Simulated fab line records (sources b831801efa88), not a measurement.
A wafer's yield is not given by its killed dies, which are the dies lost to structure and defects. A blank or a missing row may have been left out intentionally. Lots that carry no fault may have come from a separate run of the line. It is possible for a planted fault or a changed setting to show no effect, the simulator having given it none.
What tool caused it? | flow gf180mcu | 6 lots (18 wafers sampled), 1 step of a 602-step route

== WHAT THE GAUGES SHOWED, per wafer ==
GF_V3_CD_MEAS_14 targets a cd of 260 nm.
lot  | measured     | on        | cd_nm (nm)
L713 | day 22 05:33 | cd_sem-02 | 261.3 261.0 260.8
L715 | day 23 09:53 | cd_sem-02 | 260.1 259.6 259.3
L718 | day 24 16:44 | cd_sem-01 | 259.4 260.2 260.0
L720 | day 25 20:31 | cd_sem-01 | 259.4 259.2 258.3
L728 | day 28 00:56 | cd_sem-01 | 259.7 258.8 258.2
L734 | day 29 07:28 | cd_sem-01 | 261.9 263.3 262.8

== WHAT TOOL EACH LOT RAN ON (gives the tool, then ch and the chambers of the sampled wafers, and finally the start) ==
The record shows no process step preceding these readings.

== THE ANSWER, worked out from the rows above alone ==
Rule: the lots themselves supply what counts as usual. Put in order of their means at a reading, lots are off if they are a third of the lots or fewer, leave a main group of 4 or more, and stand apart from it by a gap of 3 or more times the standard deviation of the main group's means; of several such gaps the widest counts. The tables above print the reading to a certain number of digits; a main group whose means all agree to those digits is not used. Also off: a lot with no number at a reading for which 4 or more lots have one. All remaining lots with rows at the step are treated as sound.
No lot is off at any reading shown: from this, nothing can be told.

== WHAT THE SIMULATOR PUT IN ==
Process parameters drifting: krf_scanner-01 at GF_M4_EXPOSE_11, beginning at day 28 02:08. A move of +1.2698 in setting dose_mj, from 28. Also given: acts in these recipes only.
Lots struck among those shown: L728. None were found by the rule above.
